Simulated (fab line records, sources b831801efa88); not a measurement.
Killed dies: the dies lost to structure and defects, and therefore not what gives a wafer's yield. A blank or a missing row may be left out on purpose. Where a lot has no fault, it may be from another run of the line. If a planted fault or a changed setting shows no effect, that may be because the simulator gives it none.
Problem report in the 8D (eight disciplines) form, filled by code ; flow sky130 ; the parts of the form that need people (team, actions taken, sign-off) are left out

== 1. WHAT IS WRONG ==
At SKY_VIA1_SPUTTER_20, chamberPressurePa averages 3.942 Pa over 6 wafers from 2 lots, while fault-free wafers read 5.000 Pa, standard deviation 0.0094. That is -99 or more standard deviations from the usual mean.
The step: material TiN, target thk 20 nm, time 80 s.
First observed at day 37 02:14: wafer L989.1, on pvdSputter-03. The record has a number at this step for 30 wafers belonging to 10 lots. The rule behind "out" and "out of limits": a value lying over 4 standard deviations away from the usual mean. The other wafers with a number count as sound.

== 2. WHAT IT IS; WHAT IT IS NOT ==
question;is;is not
which readings at this step;chamberPressurePa;-
which lots;L988, L989;L102, L979, L980, L985, L991, L993, L997, L999
which wafers of those lots;all that have a number;-
read on which tools;pvdSputter-03;pvdSputter-01, pvdSputter-02
when;from day 37 02:14;"up to then (9 sound wafers); but 15 sound wafers of L102, L991, L993, L997, L999 came after"

== 3. WHAT RULES OUT EACH SUSPECT ==
Counting: a tool at any process step up to the reading remains a suspect when it ran all the lots that are out and ran no sound lot after the first of those.
- rieDiel-02 at SKY_VIA1_ETCH_14 (etches BARC in N2/H2, stops on SiO2, time 45.9 s, target depth 60 nm): ruled out as a lasting fault. The sound lots L102 went through it after L989, its earliest lot that is out (day 37 01:30).
- pvdSputter-03 at SKY_VIA1_SPUTTER_20 (material TiN, target thk 20 nm, time 80 s): ruled out as a lasting fault. The sound lots L102 went through it after L989, its earliest lot that is out (day 37 02:14).
Left after counting: nothing in the record.

== 4. THE CAUSE (what the simulator had put in) ==
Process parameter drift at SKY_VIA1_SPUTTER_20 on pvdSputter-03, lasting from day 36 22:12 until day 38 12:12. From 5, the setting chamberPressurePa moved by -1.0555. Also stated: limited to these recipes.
Counting ruled it out, wrongly.

== 5. SEQUENCE OF EFFECTS, ordered by route ==
One row per reading whose mean, taken over the struck wafers that have a number, lies over 3 standard deviations from the usual. Scope: only readings with a usual standard deviation given in the record; hours: median across lots of the time from each lot's start at the first step in this table that gives one to its start at this step; sigmas: change in usual standard deviations.
hours;step;reading;usual;on struck wafers;change;sigmas
0;SKY_VIA1_SPUTTER_20;chamberPressurePa;5.000 Pa;3.942;-1.058;-99 or more
0;SKY_VIA1_SPUTTER_20;throttleValvePct;30.0 %;34.7;+4.7;+4.3
It contains these process steps:
- SKY_VIA1_SPUTTER_20: material TiN, target thk 20 nm, time 80 s.

== 6. HOW IT WOULD HAVE BEEN CAUGHT EARLIER ==
In this record no reading fell out of limits until day 37 02:14, 4 hours after the fault had begun at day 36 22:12.
